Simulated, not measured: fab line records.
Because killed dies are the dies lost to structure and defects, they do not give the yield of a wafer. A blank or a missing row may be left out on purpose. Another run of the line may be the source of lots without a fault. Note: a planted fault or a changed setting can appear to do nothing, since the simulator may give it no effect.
Which tool is to blame? -- flow gf180mcu -- 13 lots, 38 wafers sampled, at 4 steps of a route of 602

WHAT THE GAUGES READ, wafer by wafer
GF_PASSIVATION_THK_MEAS_03.
lot,measured,on,PASSIVATION_CVD_02_THK (nm)
L809,day 28 01:48,film-metro-04,696 699 706
L810,day 28 13:02,film-metro-02,698 703 693
L811,day 28 18:51,film-metro-01,698 702 701
L812,day 29 02:52,film-metro-01,693 693 694
L814,day 29 19:10,film-metro-02,697 700 699
L815,day 29 22:20,film-metro-01,706 707 710
L816,day 30 04:26,film-metro-04,702 709 704
L818,day 30 23:05,film-metro-01,704 705 703
L819,day 31 04:58,film-metro-04,698 686 705
L821,day 31 21:16,film-metro-01,699 691 707
L823,day 32 07:24,film-metro-02,688 695 708
L827,day 33 03:44,film-metro-02,698 706 710
L831,day 34 01:51,film-metro-01,698 696

TOOL THAT RAN EACH LOT (tool first, then ch and the chambers of the sampled wafers, then the start)
lot,GF_M5_SOFTBAKE_03,GF_M5_METAL_ETCH_10,GF_PASSIVATION_CVD_02
L809,"litho-track-01 ch 0, day 25 19:10","rie-metal-04 ch 0,1, day 26 05:26","pecvd-02 ch 0,1,2, day 28 01:31"
L810,"litho-track-03 ch 0, day 26 06:07","rie-metal-02 ch 0,1, day 26 16:26","pecvd-01 ch 0,1,2, day 28 12:44"
L811,"litho-track-03 ch 0, day 26 13:49","rie-metal-01 ch 0,1, day 26 23:41","pecvd-02 ch 0,1,2, day 28 18:34"
L812,"litho-track-03 ch 0, day 26 21:43","rie-metal-01 ch 0,1, day 27 08:11","pecvd-04 ch 0,1,2, day 29 02:35"
L814,"litho-track-03 ch 0, day 27 14:10","rie-metal-04 ch 0,1, day 28 00:08","pecvd-01 ch 0,1,2, day 29 18:53"
L815,"litho-track-03 ch 0, day 27 18:10","rie-metal-01 ch 0,1, day 28 04:32","pecvd-02 ch 0,1,2, day 29 22:01"
L816,"litho-track-01 ch 0, day 28 01:01","rie-metal-04 ch 0,1, day 28 10:17","pecvd-04 ch 0,2, day 30 04:09"
L818,"litho-track-03 ch 0, day 28 20:07","rie-metal-04 ch 0,1, day 29 05:50","pecvd-02 ch 0,2, day 30 22:47"
L819,"litho-track-01 ch 0, day 29 02:14","rie-metal-02 ch 0,1, day 29 11:46","pecvd-01 ch 0,2, day 31 04:41"
L821,"litho-track-04 ch 0, day 29 20:33","rie-metal-04 ch 0,1, day 30 06:26","pecvd-04 ch 0,1,2, day 31 20:59"
L823,"litho-track-03 ch 0, day 30 06:25","rie-metal-04 ch 0,1, day 30 15:26","pecvd-02 ch 0,2, day 32 07:07"
L827,"litho-track-03 ch 0, day 31 05:46","rie-metal-01 ch 0,1, day 31 14:17","pecvd-02 ch 1,2, day 33 03:19"
L831,"litho-track-03 ch 0, day 32 05:04","rie-metal-02 ch 1, day 32 13:38","pecvd-01 ch 0,1, day 34 01:34"
- GF_M5_SOFTBAKE_03: time 60 s.
- GF_M5_METAL_ETCH_10: etches the open film in Cl2/BCl3, stops on SiO2, target depth 750.8 nm, time 125.1 s.
- GF_PASSIVATION_CVD_02: deposits Si3N4, target thk 700 nm, time 486.18 s.

AS READ BY THE TOOLS THEMSELVES (means over the sampled wafers that have a number; for cases with no such wafer, the mark the record gives instead)
GF_M5_SOFTBAKE_03.
lot,tool,run-length-s (s)
L809,litho-track-01,89.06
L810,litho-track-03,88.74
L811,litho-track-03,88.72
L812,litho-track-03,88.71
L814,litho-track-03,88.81
L815,litho-track-03,88.66
L816,litho-track-01,88.99
L818,litho-track-03,88.79
L819,litho-track-01,88.96
L821,litho-track-04,89.21
L823,litho-track-03,88.66
L827,litho-track-03,90.52
L831,litho-track-03,93.63

GF_M5_METAL_ETCH_10.
lot,tool,drypump-motor-current-A (A),oes-product-au (a.u.),throttle-valve-pct (%)
L809,rie-metal-04,6.0,0.989,28.222
L810,rie-metal-02,5.7,0.987,28.233
L811,rie-metal-01,5.4,0.999,28.228
L812,rie-metal-01,5.4,0.995,28.228
L814,rie-metal-04,6.1,0.990,28.228
L815,rie-metal-01,5.4,0.991,28.221
L816,rie-metal-04,6.1,0.990,28.227
L818,rie-metal-04,5.8,0.996,28.233
L819,rie-metal-02,5.7,0.986,28.220
L821,rie-metal-04,5.8,0.989,28.228
L823,rie-metal-04,5.8,0.997,28.225
L827,rie-metal-01,5.1,0.998,28.232
L831,rie-metal-02,5.9,0.988,28.233

GF_PASSIVATION_CVD_02.
lot,tool,heater-power-outer-w (W),heater-power-w (W)
L809,pecvd-02,390,676
L810,pecvd-01,406,687
L811,pecvd-02,423,727
L812,pecvd-04,460,761
L814,pecvd-01,425,711
L815,pecvd-02,372,657
L816,pecvd-04,483,860
L818,pecvd-02,438,767
L819,pecvd-01,450,768
L821,pecvd-04,458,763
L823,pecvd-02,420,725
L827,pecvd-02,377,638
L831,pecvd-01,438,751

THE ANSWER, worked out from the rows above alone
Rule: what is usual is taken from the lots themselves. Put in order of their means at a reading, lots are off if they are a third of the lots or fewer, leave a main group of 4 or more, and stand apart from it by a gap of 3 or more times the standard deviation of the main group's means; of several such gaps the widest counts. A main group is skipped when, at the precision printed for the reading in the tables above, its means are all equal. Also off: a lot with no number at a reading for which 4 or more lots have one. Where the step has rows for the other lots, those lots are counted as sound. After the gauges, taken in route order, come the tools' own readings; for these a lot's mean is taken, as printed above. At the first step where some lot is off, the reading lying furthest off is the one used; lots without a number count as furthest.
Off: L827, L831 (GF_M5_SOFTBAKE_03, run-length-s). The main group: mean 88.85 s, standard deviation 0.17.
If a tool, at that step or one of the process steps before it, ran each lot that is off and ran no sound lot following the first of them, it fits. One candidate fits, namely litho-track-03 at GF_M5_SOFTBAKE_03. Its last sound lot is L823 (day 30 06:25), its first lot that is off L827 (day 31 05:46): a fault that began between those two fits.
On the lots that are off, the tool's own readings at GF_M5_SOFTBAKE_03 differ by more than 5 times the standard deviation of the sound lots' means, which bears it out; run-length-s reads 92.07 s there versus 88.85 s on the sound lots.

WHAT THE SIMULATOR PUT IN
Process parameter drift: litho-track-03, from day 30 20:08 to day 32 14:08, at GF_M5_SOFTBAKE_03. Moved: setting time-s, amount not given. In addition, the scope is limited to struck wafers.
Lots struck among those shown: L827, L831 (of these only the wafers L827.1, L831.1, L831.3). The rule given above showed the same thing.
